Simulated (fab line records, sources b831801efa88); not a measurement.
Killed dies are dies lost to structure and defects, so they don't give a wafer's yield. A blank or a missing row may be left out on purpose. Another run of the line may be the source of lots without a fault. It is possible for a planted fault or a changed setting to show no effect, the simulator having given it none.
fab line records / flow sfqLine
[record] lots = 14 wafers = 42 lastDay = 87
route steps=325 shown I7@297
lots with no fault: from the same line, run without faults
startH: hours from the record's first day to the start of the lot's first wafer shown / waitH: hours elapsed since this lot's preceding step / " the same as in the row above / L1.1+2: one row covering several wafers at once / - no value, or no start was given / * or withheld: withheld / < > ~ a bound
route shown NAME@n: NAME is a module with steps in the file, n the number in the route of the first one / usual: average and standard deviation across the fault-free wafers / same: alike in all rows / chamber/n: place in a boat / sites: the reading at each site / _std_site: their standard deviation / _edge_site: the outer-site mean with the inner-site mean subtracted / radiusMm: how far each site lies from the wafer's centre / mask NAME#n: copy n / behind: the tool/chamber that last shaped the wafer / hold: cause of the lot's hold/its duration in hours/its outcome / device: whichever transistor did not switch (one of n, p or np) / end of line: tests run on the same wafers once the route is complete / a step without rows: its recipe alone / killed: dies lost to structure and defects at the first sort, not the wafer's yield / map: dies across one wafer; x = killed, . = not, _ = none there
set.NAME: the setting the step ran with; set.NAME@STEP: the setting that earlier step ran with / model.NAME: the simulator's own value behind a step, which no gauge read
steps of the route over a sample of lots; a table a step, a row a wafer
services: from which hour (startH, from the record's first day; less than 0 if before it) a tool's chamber was out of use, for how many hours, and why
[[steps]]
[step SFQ_TRILAYER_I7_CMP_CMP_184]
[recipe] material = SiO2 downForcePsi = 3 platenRpm = 60 padVelocityMS = 0.94248
[usual] edgeZonePressureFrac = 1.000/0.0047 headPressurePsi = 3.000/0.0071 motorCurrentA = 9.9/1.5 timeToEndpointS = 218/6.4
lot.wafer=L927.1 tool=cmp-01 chamber=2 startH=1681.82 waitH=0.5 edgeZonePressureFrac=1.002 headPressurePsi=2.996 motorCurrentA=8.1 timeToEndpointS=215
lot.wafer=L927.5 tool=cmp-01 chamber=1 startH=1683.32 waitH=2.0 edgeZonePressureFrac=0.996 headPressurePsi=2.999 motorCurrentA=9.7 timeToEndpointS=220
lot.wafer=L927.6 tool=cmp-01 chamber=2 startH=1683.32 waitH=2.0 edgeZonePressureFrac=0.993 headPressurePsi=2.987 motorCurrentA=8.1 timeToEndpointS=219
lot.wafer=L929.4 tool=cmp-02 chamber=2 startH=1687.81 waitH=0.0 edgeZonePressureFrac=1.004 headPressurePsi=3.007 motorCurrentA=9.2 timeToEndpointS=217
lot.wafer=L929.2 tool=cmp-02 chamber=1 startH=1689.31 waitH=1.5 edgeZonePressureFrac=0.991 headPressurePsi=3.009 motorCurrentA=12.0 timeToEndpointS=214
lot.wafer=L929.6 tool=cmp-02 chamber=3 startH=1690.31 waitH=2.5 edgeZonePressureFrac=1.000 headPressurePsi=2.999 motorCurrentA=9.1 timeToEndpointS=216
lot.wafer=L932.1 tool=cmp-01 chamber=0 startH=1838.97 waitH=0.0 edgeZonePressureFrac=1.009 headPressurePsi=3.000 motorCurrentA=8.5 timeToEndpointS=201
lot.wafer=L932.2 tool=cmp-01 chamber=1 startH=1838.97 waitH=0.0 edgeZonePressureFrac=0.997 headPressurePsi=2.995 motorCurrentA=10.3 timeToEndpointS=217
lot.wafer=L932.4 tool=cmp-01 chamber=2 startH=1838.97 waitH=0.0 edgeZonePressureFrac=0.995 headPressurePsi=2.996 motorCurrentA=8.5 timeToEndpointS=219
lot.wafer=L933.4 tool=cmp-02 chamber=0 startH=1842.37 waitH=1.0 edgeZonePressureFrac=1.003 headPressurePsi=3.001 motorCurrentA=10.4 timeToEndpointS=208
lot.wafer=L933.2 tool=cmp-02 chamber=1 startH=1842.37 waitH=1.0 edgeZonePressureFrac=0.998 headPressurePsi=2.996 motorCurrentA=11.5 timeToEndpointS=211
lot.wafer=L933.6 tool=cmp-02 chamber=3 startH=1843.87 waitH=2.5 edgeZonePressureFrac=0.993 headPressurePsi=3.002 motorCurrentA=9.3 timeToEndpointS=219
lot.wafer=L934.4 tool=cmp-01 chamber=0 startH=1907.41 waitH=0.5 edgeZonePressureFrac=0.994 headPressurePsi=2.995 motorCurrentA=8.8 timeToEndpointS=225
lot.wafer=L934.2 tool=cmp-01 chamber=2 startH=1908.41 waitH=1.5 edgeZonePressureFrac=1.010 headPressurePsi=3.013 motorCurrentA=8.0 timeToEndpointS=218
lot.wafer=L934.6 tool=cmp-01 chamber=3 startH=1908.41 waitH=1.5 edgeZonePressureFrac=0.995 headPressurePsi=3.010 motorCurrentA=12.9 timeToEndpointS=232
lot.wafer=L935.3 tool=cmp-01 chamber=3 startH=1911.67 waitH=0.0 edgeZonePressureFrac=- headPressurePsi=- motorCurrentA=- timeToEndpointS=-
lot.wafer=L935.4 tool=cmp-01 chamber=2 startH=1913.17 waitH=1.5 edgeZonePressureFrac=- headPressurePsi=- motorCurrentA=- timeToEndpointS=-
lot.wafer=L935.5 tool=cmp-01 chamber=3 startH=1913.17 waitH=1.5 edgeZonePressureFrac=- headPressurePsi=- motorCurrentA=- timeToEndpointS=-
lot.wafer=L936.3 tool=cmp-01 chamber=3 startH=1915.67 waitH=2.3 edgeZonePressureFrac=- headPressurePsi=- motorCurrentA=- timeToEndpointS=-
lot.wafer=L936.5 tool=cmp-01 chamber=1 startH=1916.67 waitH=3.2 edgeZonePressureFrac=- headPressurePsi=- motorCurrentA=- timeToEndpointS=-
lot.wafer=L936.6 tool=cmp-01 chamber=2 startH=1916.67 waitH=3.2 edgeZonePressureFrac=- headPressurePsi=- motorCurrentA=- timeToEndpointS=-
lot.wafer=L938.1 tool=cmp-01 chamber=2 startH=1932.04 waitH=0.8 edgeZonePressureFrac=1.005 headPressurePsi=3.007 motorCurrentA=7.9 timeToEndpointS=214
lot.wafer=L938.3 tool=cmp-01 chamber=0 startH=1933.04 waitH=1.8 edgeZonePressureFrac=0.998 headPressurePsi=2.991 motorCurrentA=8.3 timeToEndpointS=211
lot.wafer=L938.6 tool=cmp-01 chamber=2 startH=1934.04 waitH=2.7 edgeZonePressureFrac=1.003 headPressurePsi=2.999 motorCurrentA=8.2 timeToEndpointS=222
lot.wafer=L945.2 tool=cmp-02 chamber=3 startH=1968.04 waitH=7.1 edgeZonePressureFrac=1.001 headPressurePsi=3.017 motorCurrentA=9.0 timeToEndpointS=219
lot.wafer=L945.3 tool=cmp-02 chamber=1 startH=1969.04 waitH=8.1 edgeZonePressureFrac=0.998 headPressurePsi=3.001 motorCurrentA=10.9 timeToEndpointS=219
lot.wafer=L945.6 tool=cmp-02 chamber=3 startH=1970.04 waitH=9.1 edgeZonePressureFrac=1.000 headPressurePsi=3.008 motorCurrentA=8.8 timeToEndpointS=222
lot.wafer=L946.1 tool=cmp-02 chamber=2 startH=1972.11 waitH=8.0 edgeZonePressureFrac=0.997 headPressurePsi=3.003 motorCurrentA=9.2 timeToEndpointS=210
lot.wafer=L946.4 tool=cmp-02 chamber=3 startH=1972.11 waitH=8.0 edgeZonePressureFrac=0.997 headPressurePsi=3.016 motorCurrentA=9.5 timeToEndpointS=223
lot.wafer=L946.5 tool=cmp-02 chamber=0 startH=1972.11 waitH=8.0 edgeZonePressureFrac=0.996 headPressurePsi=2.995 motorCurrentA=10.0 timeToEndpointS=215
lot.wafer=L947.4 tool=cmp-02 chamber=2 startH=1989.11 waitH=9.2 edgeZonePressureFrac=0.999 headPressurePsi=3.011 motorCurrentA=9.3 timeToEndpointS=221
lot.wafer=L947.2 tool=cmp-02 chamber=3 startH=1989.11 waitH=9.2 edgeZonePressureFrac=1.002 headPressurePsi=3.000 motorCurrentA=9.2 timeToEndpointS=214
lot.wafer=L947.3 tool=cmp-02 chamber=0 startH=1989.11 waitH=9.2 edgeZonePressureFrac=0.992 headPressurePsi=2.992 motorCurrentA=9.9 timeToEndpointS=214
lot.wafer=L948.3 tool=cmp-01 chamber=2 startH=1993.92 waitH=11.7 edgeZonePressureFrac=0.998 headPressurePsi=2.998 motorCurrentA=8.3 timeToEndpointS=214
lot.wafer=L948.1 tool=cmp-01 chamber=3 startH=1993.92 waitH=11.7 edgeZonePressureFrac=0.995 headPressurePsi=2.997 motorCurrentA=13.0 timeToEndpointS=221
lot.wafer=L948.5 tool=cmp-01 chamber=0 startH=1993.92 waitH=11.7 edgeZonePressureFrac=0.998 headPressurePsi=2.988 motorCurrentA=8.5 timeToEndpointS=214
lot.wafer=L949.3 tool=cmp-02 chamber=3 startH=1998.61 waitH=12.9 edgeZonePressureFrac=1.000 headPressurePsi=2.999 motorCurrentA=8.8 timeToEndpointS=217
lot.wafer=L949.1 tool=cmp-02 chamber=1 startH=1999.61 waitH=13.9 edgeZonePressureFrac=1.002 headPressurePsi=3.000 motorCurrentA=11.3 timeToEndpointS=221
lot.wafer=L949.6 tool=cmp-02 chamber=3 startH=2000.61 waitH=14.9 edgeZonePressureFrac=0.998 headPressurePsi=3.000 motorCurrentA=9.2 timeToEndpointS=223
lot.wafer=L950.2 tool=cmp-02 chamber=1 startH=2002.61 waitH=12.1 edgeZonePressureFrac=1.002 headPressurePsi=3.008 motorCurrentA=11.4 timeToEndpointS=218
lot.wafer=L950.5 tool=cmp-02 chamber=2 startH=2002.61 waitH=12.1 edgeZonePressureFrac=0.997 headPressurePsi=2.998 motorCurrentA=9.4 timeToEndpointS=229
lot.wafer=L950.6 tool=cmp-02 chamber=3 startH=2002.61 waitH=12.1 edgeZonePressureFrac=0.999 headPressurePsi=2.988 motorCurrentA=9.4 timeToEndpointS=228
[step SFQ_TRILAYER_I7_METRO_MEASURE_185]
[usual] thkNm = 200.8/1
lot.wafer=L927.1 tool=filmMetro-02 chamber=- startH=1684.44 waitH=0.1 thkNm=201.0
lot.wafer=L927.5 tool=filmMetro-02 chamber=- startH=1684.44 waitH=0.1 thkNm=202.1
lot.wafer=L927.6 tool=filmMetro-02 chamber=- startH=1684.44 waitH=0.1 thkNm=200.4
lot.wafer=L929.2 tool=filmMetro-02 chamber=- startH=1691.13 waitH=0.3 thkNm=202.2
lot.wafer=L929.4 tool=filmMetro-02 chamber=- startH=1691.13 waitH=0.3 thkNm=201.3
lot.wafer=L929.6 tool=filmMetro-02 chamber=- startH=1691.13 waitH=0.3 thkNm=201.7
lot.wafer=L932.1 tool=filmMetro-02 chamber=- startH=1842.09 waitH=0.1 thkNm=201.6
lot.wafer=L932.2 tool=filmMetro-02 chamber=- startH=1842.09 waitH=0.1 thkNm=200.3
lot.wafer=L932.4 tool=filmMetro-02 chamber=- startH=1842.09 waitH=0.1 thkNm=200.7
lot.wafer=L933.2 tool=filmMetro-04 chamber=- startH=1844.69 waitH=0.3 thkNm=200.3
lot.wafer=L933.4 tool=filmMetro-04 chamber=- startH=1844.69 waitH=0.3 thkNm=200.5
lot.wafer=L933.6 tool=filmMetro-04 chamber=- startH=1844.69 waitH=0.3 thkNm=201.1
lot.wafer=L934.2 tool=filmMetro-03 chamber=- startH=1910.23 waitH=0.3 thkNm=201.5
lot.wafer=L934.4 tool=filmMetro-03 chamber=- startH=1910.23 waitH=0.3 thkNm=201.0
lot.wafer=L934.6 tool=filmMetro-03 chamber=- startH=1910.23 waitH=0.3 thkNm=202.8
lot.wafer=L935.3 tool=filmMetro-02 chamber=- startH=1915.19 waitH=0.5 thkNm=499.8
lot.wafer=L935.4 tool=filmMetro-02 chamber=- startH=1915.19 waitH=0.5 thkNm=507.0
lot.wafer=L935.5 tool=filmMetro-02 chamber=- startH=1915.19 waitH=0.5 thkNm=508.6
lot.wafer=L936.3 tool=filmMetro-03 chamber=- startH=1918.19 waitH=0.5 thkNm=490.1
lot.wafer=L936.5 tool=filmMetro-03 chamber=- startH=1918.19 waitH=0.5 thkNm=499.3
lot.wafer=L936.6 tool=filmMetro-03 chamber=- startH=1918.19 waitH=0.5 thkNm=501.8
lot.wafer=L938.1 tool=filmMetro-04 chamber=- startH=1934.66 waitH=0.1 thkNm=200.7
lot.wafer=L938.3 tool=filmMetro-04 chamber=- startH=1934.66 waitH=0.1 thkNm=201.0
lot.wafer=L938.6 tool=filmMetro-04 chamber=- startH=1934.66 waitH=0.1 thkNm=200.9
lot.wafer=L945.2 tool=filmMetro-03 chamber=- startH=1970.86 waitH=0.3 thkNm=199.5
lot.wafer=L945.3 tool=filmMetro-03 chamber=- startH=1970.86 waitH=0.3 thkNm=201.1
lot.wafer=L945.6 tool=filmMetro-03 chamber=- startH=1970.86 waitH=0.3 thkNm=199.8
lot.wafer=L946.1 tool=filmMetro-04 chamber=- startH=1974.23 waitH=0.1 thkNm=200.0
lot.wafer=L946.4 tool=filmMetro-04 chamber=- startH=1974.23 waitH=0.1 thkNm=201.0
lot.wafer=L946.5 tool=filmMetro-04 chamber=- startH=1974.23 waitH=0.1 thkNm=200.4
lot.wafer=L947.2 tool=filmMetro-02 chamber=- startH=1992.43 waitH=0.3 thkNm=201.3
lot.wafer=L947.3 tool=filmMetro-02 chamber=- startH=1992.43 waitH=0.3 thkNm=202.6
lot.wafer=L947.4 tool=filmMetro-02 chamber=- startH=1992.43 waitH=0.3 thkNm=201.6
lot.wafer=L948.1 tool=filmMetro-02 chamber=- startH=1996.04 waitH=0.1 thkNm=199.1
lot.wafer=L948.3 tool=filmMetro-02 chamber=- startH=1996.04 waitH=0.1 thkNm=197.9
lot.wafer=L948.5 tool=filmMetro-02 chamber=- startH=1996.04 waitH=0.1 thkNm=197.4
lot.wafer=L949.1 tool=filmMetro-03 chamber=- startH=2001.23 waitH=0.1 thkNm=200.5
lot.wafer=L949.3 tool=filmMetro-03 chamber=- startH=2001.23 waitH=0.1 thkNm=200.7
lot.wafer=L949.6 tool=filmMetro-03 chamber=- startH=2001.23 waitH=0.1 thkNm=201.3
lot.wafer=L950.2 tool=filmMetro-02 chamber=- startH=2004.43 waitH=0.3 thkNm=201.4
lot.wafer=L950.5 tool=filmMetro-02 chamber=- startH=2004.43 waitH=0.3 thkNm=200.3
lot.wafer=L950.6 tool=filmMetro-02 chamber=- startH=2004.43 waitH=0.3 thkNm=200.1
[step SFQ_TRILAYER_I7_VIA_ETCH_VIA_ETCH_190]
[recipe] target = SiO2 stopOn = Nb maskMaterial = PR taperDeg = 20 chemistry = CHF3 targetDepthNm = 260 sourceW = 500 biasW = 80 pressureMtorr = 30 timeS = withheld
[usual] drypumpMotorCurrentA = 5.6/0.3 oesProductAu = 0.856/0.0052
lot.wafer=L927.1 tool=rieDiel-04 chamber=3 startH=1780.40 waitH=0.0 drypumpMotorCurrentA=5.4 oesProductAu=0.862
lot.wafer=L927.5 tool=rieDiel-04 chamber=0 startH=1780.40 waitH=0.0 drypumpMotorCurrentA=5.3 oesProductAu=0.860
lot.wafer=L927.6 tool=rieDiel-04 chamber=3 startH=1780.40 waitH=0.0 drypumpMotorCurrentA=5.4 oesProductAu=0.854
lot.wafer=L929.2 tool=rieDiel-04 chamber=3 startH=1782.96 waitH=0.0 drypumpMotorCurrentA=5.4 oesProductAu=0.853
lot.wafer=L929.4 tool=rieDiel-04 chamber=2 startH=1782.96 waitH=0.0 drypumpMotorCurrentA=5.6 oesProductAu=0.857
lot.wafer=L929.6 tool=rieDiel-04 chamber=1 startH=1782.96 waitH=0.0 drypumpMotorCurrentA=6.0 oesProductAu=0.855
lot.wafer=L932.1 tool=rieDiel-01 chamber=0 startH=1929.94 waitH=0.0 drypumpMotorCurrentA=5.8 oesProductAu=0.864
lot.wafer=L932.2 tool=rieDiel-01 chamber=1 startH=1929.94 waitH=0.0 drypumpMotorCurrentA=5.8 oesProductAu=0.847
lot.wafer=L932.4 tool=rieDiel-01 chamber=0 startH=1929.94 waitH=0.0 drypumpMotorCurrentA=5.8 oesProductAu=0.858
lot.wafer=L933.2 tool=rieDiel-01 chamber=0 startH=1933.54 waitH=0.0 drypumpMotorCurrentA=5.8 oesProductAu=0.855
lot.wafer=L933.4 tool=rieDiel-01 chamber=0 startH=1933.54 waitH=0.0 drypumpMotorCurrentA=5.8 oesProductAu=0.869
lot.wafer=L933.6 tool=rieDiel-01 chamber=1 startH=1933.54 waitH=0.0 drypumpMotorCurrentA=5.9 oesProductAu=0.865
lot.wafer=L934.2 tool=rieDiel-01 chamber=0 startH=1999.99 waitH=0.0 drypumpMotorCurrentA=5.8 oesProductAu=0.854
lot.wafer=L934.4 tool=rieDiel-01 chamber=1 startH=1999.99 waitH=0.0 drypumpMotorCurrentA=5.8 oesProductAu=0.855
lot.wafer=L934.6 tool=rieDiel-01 chamber=3 startH=1999.99 waitH=0.0 drypumpMotorCurrentA=5.2 oesProductAu=0.861
lot.wafer=L935.3 tool=rieDiel-04 chamber=1 startH=2002.39 waitH=0.0 drypumpMotorCurrentA=6.0 oesProductAu=1.608
lot.wafer=L935.4 tool=rieDiel-04 chamber=2 startH=2002.39 waitH=0.0 drypumpMotorCurrentA=5.6 oesProductAu=1.602
lot.wafer=L935.5 tool=rieDiel-04 chamber=0 startH=2002.39 waitH=0.0 drypumpMotorCurrentA=5.3 oesProductAu=1.627
lot.wafer=L936.3 tool=rieDiel-02 chamber=2 startH=2004.79 waitH=0.0 drypumpMotorCurrentA=6.0 oesProductAu=1.588
lot.wafer=L936.5 tool=rieDiel-02 chamber=1 startH=2004.79 waitH=0.0 drypumpMotorCurrentA=5.0 oesProductAu=1.614
lot.wafer=L936.6 tool=rieDiel-02 chamber=0 startH=2004.79 waitH=0.0 drypumpMotorCurrentA=5.6 oesProductAu=1.636
lot.wafer=L938.1 tool=rieDiel-04 chamber=3 startH=2017.22 waitH=0.0 drypumpMotorCurrentA=5.4 oesProductAu=0.853
lot.wafer=L938.3 tool=rieDiel-04 chamber=0 startH=2017.22 waitH=0.0 drypumpMotorCurrentA=5.3 oesProductAu=0.853
lot.wafer=L938.6 tool=rieDiel-04 chamber=2 startH=2017.22 waitH=0.0 drypumpMotorCurrentA=5.6 oesProductAu=0.865
lot.wafer=L945.2 tool=rieDiel-02 chamber=3 startH=2045.95 waitH=0.0 drypumpMotorCurrentA=5.5 oesProductAu=0.859
lot.wafer=L945.3 tool=rieDiel-02 chamber=0 startH=2045.95 waitH=0.0 drypumpMotorCurrentA=5.6 oesProductAu=0.865
lot.wafer=L945.6 tool=rieDiel-02 chamber=3 startH=2045.95 waitH=0.0 drypumpMotorCurrentA=5.6 oesProductAu=0.857
lot.wafer=L946.1 tool=rieDiel-04 chamber=2 startH=2049.67 waitH=0.0 drypumpMotorCurrentA=5.6 oesProductAu=0.855
lot.wafer=L946.4 tool=rieDiel-04 chamber=3 startH=2049.67 waitH=0.0 drypumpMotorCurrentA=5.4 oesProductAu=0.860
lot.wafer=L946.5 tool=rieDiel-04 chamber=0 startH=2049.67 waitH=0.0 drypumpMotorCurrentA=5.3 oesProductAu=0.856
lot.wafer=L947.2 tool=rieDiel-04 chamber=2 startH=2062.80 waitH=0.0 drypumpMotorCurrentA=5.6 oesProductAu=0.857
lot.wafer=L947.3 tool=rieDiel-04 chamber=0 startH=2062.80 waitH=0.0 drypumpMotorCurrentA=5.3 oesProductAu=0.863
lot.wafer=L947.4 tool=rieDiel-04 chamber=3 startH=2062.80 waitH=0.0 drypumpMotorCurrentA=5.4 oesProductAu=0.861
lot.wafer=L948.1 tool=rieDiel-01 chamber=3 startH=2070.00 waitH=0.0 drypumpMotorCurrentA=5.2 oesProductAu=0.849
lot.wafer=L948.3 tool=rieDiel-01 chamber=1 startH=2070.00 waitH=0.0 drypumpMotorCurrentA=5.9 oesProductAu=0.847
lot.wafer=L948.5 tool=rieDiel-01 chamber=3 startH=2070.00 waitH=0.0 drypumpMotorCurrentA=5.2 oesProductAu=0.851
lot.wafer=L949.1 tool=rieDiel-04 chamber=1 startH=2076.00 waitH=0.0 drypumpMotorCurrentA=6.0 oesProductAu=0.853
lot.wafer=L949.3 tool=rieDiel-04 chamber=3 startH=2076.00 waitH=0.0 drypumpMotorCurrentA=5.4 oesProductAu=0.849
lot.wafer=L949.6 tool=rieDiel-04 chamber=3 startH=2076.00 waitH=0.0 drypumpMotorCurrentA=5.4 oesProductAu=0.853
lot.wafer=L950.2 tool=rieDiel-01 chamber=3 startH=2080.80 waitH=0.0 drypumpMotorCurrentA=5.2 oesProductAu=0.857
lot.wafer=L950.5 tool=rieDiel-01 chamber=2 startH=2080.80 waitH=0.0 drypumpMotorCurrentA=6.0 oesProductAu=0.857
lot.wafer=L950.6 tool=rieDiel-01 chamber=1 startH=2080.80 waitH=0.0 drypumpMotorCurrentA=5.9 oesProductAu=0.851
[[services]]
tool=filmMetro-02 chamber=- startH=1696.87 hours=0.4 kind=pm
tool=cmp-02 chamber=- startH=1701.15 hours=6.3 kind=pm
tool=rieDiel-04 chamber=3 startH=1726.92 hours=32.9 kind=repair
tool=cmp-01 chamber=- startH=1740.89 hours=2.8 kind=repair
tool=cmp-01 chamber=- startH=1744.44 hours=5.4 kind=pm
tool=rieDiel-04 chamber=1 startH=1776.59 hours=5.1 kind=repair
tool=cmp-02 chamber=- startH=1778.44 hours=6.4 kind=repair
tool=cmp-02 chamber=- startH=1784.84 hours=4.0 kind=pm
tool=rieDiel-04 chamber=2 startH=1793.52 hours=6.5 kind=repair
tool=filmMetro-02 chamber=- startH=1819.08 hours=0.7 kind=pm
tool=filmMetro-02 chamber=- startH=1839.69 hours=1.7 kind=pm
tool=rieDiel-04 chamber=3 startH=1849.04 hours=14.0 kind=repair
tool=cmp-02 chamber=- startH=1885.38 hours=0.3 kind=repair
tool=cmp-02 chamber=- startH=1889.40 hours=0.7 kind=repair
tool=rieDiel-04 chamber=0 startH=1896.11 hours=1.3 kind=repair
tool=cmp-01 chamber=- startH=1934.54 hours=4.0 kind=pm
tool=filmMetro-02 chamber=- startH=1941.87 hours=0.8 kind=pm
tool=cmp-02 chamber=- startH=1949.72 hours=0.9 kind=repair
tool=rieDiel-04 chamber=1 startH=2008.34 hours=16.7 kind=repair
tool=rieDiel-04 chamber=- startH=2013.14 hours=1.5 kind=repair
tool=cmp-01 chamber=- startH=2017.89 hours=0.6 kind=repair
tool=cmp-02 chamber=- startH=2017.92 hours=15.5 kind=repair
tool=cmp-01 chamber=- startH=2020.87 hours=0.9 kind=repair
tool=cmp-01 chamber=- startH=2053.96 hours=0.2 kind=repair
[[key]]
[firstSign] step = SFQ_TRILAYER_I7_CMP_CMP_184 reading = toolRecord direction = missing
[effect] step = SFQ_TRILAYER_I7_METRO_MEASURE_185 reading = thkNm direction = up sigmas = 99+ usual = 200.8 struck = 501.1
[effect] step = SFQ_TRILAYER_I7_VIA_ETCH_VIA_ETCH_190 reading = oesProductAu direction = up sigmas = 99+ usual = 0.856 struck = 1.612
metAt SFQ_TRILAYER_I7_CMP_CMP_184
struckLots L935,L936
onsetBetween 1907.41 1911.67
[fault] kind = skippedStepWhole tool = cmp-01 chamber = - onsetH = 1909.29 steps = SFQ_TRILAYER_I7_CMP_CMP_184 scope = struckLotsOnly
